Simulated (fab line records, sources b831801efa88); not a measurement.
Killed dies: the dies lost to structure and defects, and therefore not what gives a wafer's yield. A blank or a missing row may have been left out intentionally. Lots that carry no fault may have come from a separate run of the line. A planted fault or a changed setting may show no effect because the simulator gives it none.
The tool behind it: which one?    flow gf180mcu    15 lots with 45 wafers sampled at 3 steps, on a route of 602 steps

## WHAT THE GAUGES SHOWED, per wafer
GF_MVSD_OVL_MEAS_07. Usual: for MVSD_OVL the level is 1.0 nm and the standard deviation is 1.2.
lot   measured     on          MVSD_OVL (nm)   flag
L621  day 4 20:00  overlay-02  0.7 0.5 -0.5    
L622  day 5 01:26  overlay-02  -0.1 -1.1 -0.5  
L623  day 5 06:20  overlay-02  1.2 0.8 1.7     
L624  day 5 11:53  overlay-01  0.4 -0.1 0.4    
L632  day 7 08:02  overlay-01  1.0 -0.7 -0.1   
L633  day 7 14:50  overlay-01  1.9 2.3 1.8     
L634  day 7 20:47  overlay-01  0.9 0.7 1.6     
L636  day 8 07:59  overlay-01  1.2 2.0 1.5     
L637  day 8 12:55  overlay-02  3.9 0.9 0.7     
L638  day 8 21:14  overlay-01  0.6 2.1 1.5     
L640  day 9 07:29  overlay-01  -0.7 0.7 -0.6   
L642  day 9 19:08  overlay-01  -1.5 1.9 -0.5   

GF_VT_IMPLANT_TW_MEAS_21. Usual: for VT_IMPLANT_2_TW the level is 1212 and the standard deviation is 12.
lot   measured      on            VT_IMPLANT_2_TW  flag
L621  day 6 17:31   filmMetro-03  1234 1224 1229   
L622  day 6 22:43   filmMetro-04  1211 1207 1211   
L623  day 7 04:10   filmMetro-03  1228 1234 1235   
L624  day 7 11:26   filmMetro-04  1209 1210 1210   
L632  day 9 11:13   filmMetro-03  1221 1222 1222   
L633  day 9 19:10   filmMetro-04  1218 1218 1226   
L634  day 10 02:04  filmMetro-02  1198 1193 1202   
L636  day 10 14:22  filmMetro-02  1196 1197 1191   
L637  day 10 19:16  filmMetro-02  1196 1197 1197   
L638  day 11 03:40  filmMetro-02  1193 1198 1190   
L640  day 11 15:49  filmMetro-03  1226 1228 1227   
L642  day 12 04:28  filmMetro-02  1199 1201 1202   

## WHICH TOOL RAN EACH LOT (tool, then ch and the chambers of the sampled wafers, then the start)
lot   GF_STI_OXIDATION_01
L621  furnace-02 ch 0, day 1 15:07
L622  furnace-02 ch 0, day 1 20:49
L623  furnace-02 ch 0, day 2 01:49
L624  furnace-02 ch 0, day 2 06:16
L629  furnace-02, day 3 08:20
L630  furnace-02, day 3 12:26
L631  furnace-01, day 3 18:00
L632  furnace-02 ch 0, day 3 22:07
L633  furnace-01 ch 0, day 4 03:23
L634  furnace-02 ch 0, day 4 08:44
L636  furnace-01 ch 0, day 4 18:07
L637  furnace-02 ch 0, day 4 23:11
L638  furnace-02 ch 0, day 5 04:40
L640  furnace-01 ch 0, day 5 14:07
L642  furnace-02 ch 0, day 6 00:13
- GF_STI_OXIDATION_01: stabilise 600 s, purge 300 s, target thk 10 nm.

## WHAT THE TOOLS THEMSELVES READ (means of the sampled wafers that have a number; where no wafer has one, the mark that the record gives instead)
GF_STI_OXIDATION_01. Usual: oxTempC 900.0 C, standard deviation 0.43; oxTempCMax 903.5, standard deviation 0.71; spikeTcUpperC 900.0 C, standard deviation 1.5; zonePowerTopPct 32.6 %, standard deviation 0.94.
lot   tool        oxTempC (C)  oxTempCMax  spikeTcUpperC (C)  zonePowerTopPct (%)  flag
L621  furnace-02  900.7        904.3       901.5              33.1                 
L622  furnace-02  899.9        903.9       901.4              33.1                 
L623  furnace-02  900.2        903.8       899.6              33.1                 
L624  furnace-02  900.4        903.1       900.5              33.2                 
L629  furnace-02  -            -           -                  -                    OFF
L630  furnace-02  -            -           -                  -                    OFF
L631  furnace-01  -            -           -                  -                    OFF
L632  furnace-02  899.6        903.1       900.6              33.3                 
L633  furnace-01  900.1        904.3       899.1              31.4                 
L634  furnace-02  899.7        903.0       901.1              33.2                 
L636  furnace-01  900.1        904.2       899.5              31.7                 
L637  furnace-02  899.5        902.7       900.2              33.0                 
L638  furnace-02  899.8        902.8       900.2              33.2                 
L640  furnace-01  899.1        903.2       898.1              31.0                 
L642  furnace-02  900.1        903.2       901.3              33.2                 

## THE ANSWER, worked out from the rows above alone
Rule: lot off if the mean of its wafers having a number is beyond 3 standard deviations from the usual mean. Also off: a lot with no number at a reading for which 4 or more lots have one. Where the step has rows for the other lots, those lots are counted as sound. The gauges are gone through in route order, then the tools' own readings, and for those a lot's mean is taken as printed above. At the first step where some lot is off, the reading lying furthest off is the one used; lots without a number count as furthest.
Off: L629, L630, L631 (GF_STI_OXIDATION_01, oxTempC). Without a number there: L629, L630, L631.
If a tool, at that step or one of the process steps before it, ran each lot that is off and ran no sound lot following the first of them, it fits. No candidate that was tried fits.

## WHAT WAS PUT IN BY THE SIMULATOR
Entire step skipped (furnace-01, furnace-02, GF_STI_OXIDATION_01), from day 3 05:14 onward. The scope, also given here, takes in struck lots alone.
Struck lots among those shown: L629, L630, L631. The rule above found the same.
